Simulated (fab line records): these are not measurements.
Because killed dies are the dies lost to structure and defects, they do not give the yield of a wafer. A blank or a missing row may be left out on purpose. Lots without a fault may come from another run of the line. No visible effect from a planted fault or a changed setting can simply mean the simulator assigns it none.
Which tool was responsible? / flow sky130 / 6 lots (18 wafers sampled), 1 step of a 708-step route

WHAT THE GAUGES SHOWED, per wafer
SKY_VT_ADJUST_LVTN_OVL_MEAS_07.
lot=L300; measured=day 7 05:54; on=overlay-02; VT_ADJUST_LVTN_OVL (nm)=2.8 4.3 2.0
lot=L303; measured=day 8 00:21; on=overlay-02; VT_ADJUST_LVTN_OVL (nm)=2.1 2.2 2.6
lot=L305; measured=day 8 20:33; on=overlay-01; VT_ADJUST_LVTN_OVL (nm)=0.5 0.8 0.8
lot=L308; measured=day 9 12:33; on=overlay-01; VT_ADJUST_LVTN_OVL (nm)=1.4 2.8 1.5
lot=L310; measured=day 10 04:51; on=overlay-02; VT_ADJUST_LVTN_OVL (nm)=4.3 3.8 3.8
lot=L316; measured=day 11 22:07; on=overlay-02; VT_ADJUST_LVTN_OVL (nm)=1.3 5.6 5.0

TOOL THAT RAN EACH LOT (tool first, then ch and the chambers of the sampled wafers, then the start)
There is no process step in the record ahead of these readings.

THE ANSWER, worked out from the rows above alone
Rule: the usual values come from the lots themselves. The widest of any qualifying gaps counts: lots, ordered by their means at a reading, are off when they make up no more than a third of the lots, leave a main group of 4 or more, and stand apart from it by 3 or more times the standard deviation of that group's means. If all means in a main group match to the digits the tables above print for the reading, that group is not used. A lot without any number at a reading at which 4 lots or more have one is off too. Any other lot the step has rows for is counted as sound.
No lot is off at any reading shown: from this, nothing can be told.

WHAT WAS PUT IN BY THE SIMULATOR
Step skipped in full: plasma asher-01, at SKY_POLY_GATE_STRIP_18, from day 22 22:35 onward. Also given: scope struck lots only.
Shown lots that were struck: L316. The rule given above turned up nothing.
